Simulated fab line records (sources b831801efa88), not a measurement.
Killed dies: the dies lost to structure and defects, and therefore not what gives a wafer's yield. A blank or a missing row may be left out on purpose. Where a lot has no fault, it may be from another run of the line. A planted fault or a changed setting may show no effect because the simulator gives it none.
Which of the tools did it? :: flow sky130 :: 11 lots (33 wafers sampled), 1 step of a 708-step route

## WHAT EACH GAUGE READ, for each wafer
SKY_CAP2M_OVL_MEAS_12.
lot: L524
measured: day 40 10:37
on: overlay-01
CAP2M_OVL (nm): -2.1 0.7 0.5

lot: L525
measured: day 41 01:38
on: overlay-01
CAP2M_OVL (nm): 2.2 0.3 0.6

lot: L526
measured: day 41 19:12
on: overlay-01
CAP2M_OVL (nm): 0.2 1.2 0.3

lot: L527
measured: day 42 02:25
on: overlay-02
CAP2M_OVL (nm): -0.4 1.0 0.2

lot: L529
measured: day 42 06:58
on: overlay-01
CAP2M_OVL (nm): -2.4 0.4 -1.9

lot: L528
measured: day 42 12:58
on: overlay-02
CAP2M_OVL (nm): 0.2 1.3 2.2

lot: L530
measured: day 42 17:34
on: overlay-02
CAP2M_OVL (nm): 2.8 1.9 1.3

lot: L532
measured: day 43 05:16
on: overlay-01
CAP2M_OVL (nm): -1.0 0.6 -1.2

lot: L537
measured: day 44 14:55
on: overlay-01
CAP2M_OVL (nm): 3.3 3.1 2.4

lot: L538
measured: day 45 00:57
on: overlay-01
CAP2M_OVL (nm): -1.4 -0.1 0.8

lot: L544
measured: day 46 09:46
on: overlay-01
CAP2M_OVL (nm): 0.1 -0.5 -1.2

## WHAT TOOL EACH LOT RAN ON (gives the tool, then ch and the chambers of the sampled wafers, and finally the start)
No process step before these readings appears in the record.

## THE ANSWER, worked out from the rows above alone
Rule: usual is defined by the lots themselves. Put in order of their means at a reading, lots are off if they are a third of the lots or fewer, leave a main group of 4 or more, and stand apart from it by a gap of 3 or more times the standard deviation of the main group's means; of several such gaps the widest counts. The tables above print the reading to a certain number of digits; a main group whose means all agree to those digits is not used. A lot without any number at a reading at which 4 lots or more have one is off too. Where the step has rows for the other lots, those lots are counted as sound.
Nothing can be told from this: no lot is off at any reading shown.

## WHAT THE SIMULATOR PUT IN
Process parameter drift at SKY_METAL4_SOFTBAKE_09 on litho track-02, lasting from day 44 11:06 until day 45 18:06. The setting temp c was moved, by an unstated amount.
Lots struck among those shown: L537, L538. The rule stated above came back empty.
